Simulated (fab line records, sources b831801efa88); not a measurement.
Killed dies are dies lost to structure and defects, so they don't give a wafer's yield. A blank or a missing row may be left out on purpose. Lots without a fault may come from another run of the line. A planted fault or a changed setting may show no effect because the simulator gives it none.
Chamber matching | flow sfq_line | SFQ_TRILAYER_I0_VIA_ETCH_VIA_ETCH_034 on rie_diel-04: 4 sister chambers
The step etches SiO2 in CHF3, stops on Nb, target depth 260 nm. 4 wafers are shown with their chamber, then 7 later ones without.

WAFERS WITH THEIR CHAMBER
wafer  | chamber | drypump_motor_current_A (A)
L173.2 | 1       | 6.0
L175.5 | 0       | 5.1
L176.1 | 2       | 6.0
L176.5 | 3       | 5.6

WAFERS WITHOUT THEIR CHAMBER
wafer  | drypump_motor_current_A (A)
L176.6 | 5.1
L179.3 | 5.1
L179.4 | 6.0
L179.5 | 6.1
L181.1 | 6.0
L181.3 | 6.1
L181.5 | 6.0

WHICH CHAMBER EACH WENT THROUGH
wafer  | from the rows above     | in truth
L176.6 | 0                       | 0
L179.3 | 0                       | 0
L179.4 | can't be placed: 1 or 2 | 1
L179.5 | can't be placed: 1 or 2 | 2
L181.1 | can't be placed: 1 or 2 | 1
L181.3 | can't be placed: 1 or 2 | 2
L181.5 | can't be placed: 1 or 2 | 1
Placed correctly: 2 of 7. Can't be placed from these rows: 5 (the true chamber is among the candidates in 5). Placed wrongly: 0.
How it was worked out, from the rows above alone: a wafer's distance from a chamber is the root of the sum, over the readings, of the square of ((its reading less the chamber's mean) divided by the reading's scatter). The wafer belongs to the nearest chamber; if the next one is less than 2 further off, it can't be placed. A chamber's mean is the mean of its shown wafers. The scatter: with one shown wafer a chamber, the root of the mean of the squares of how far each hidden wafer lies from its nearest shown one.
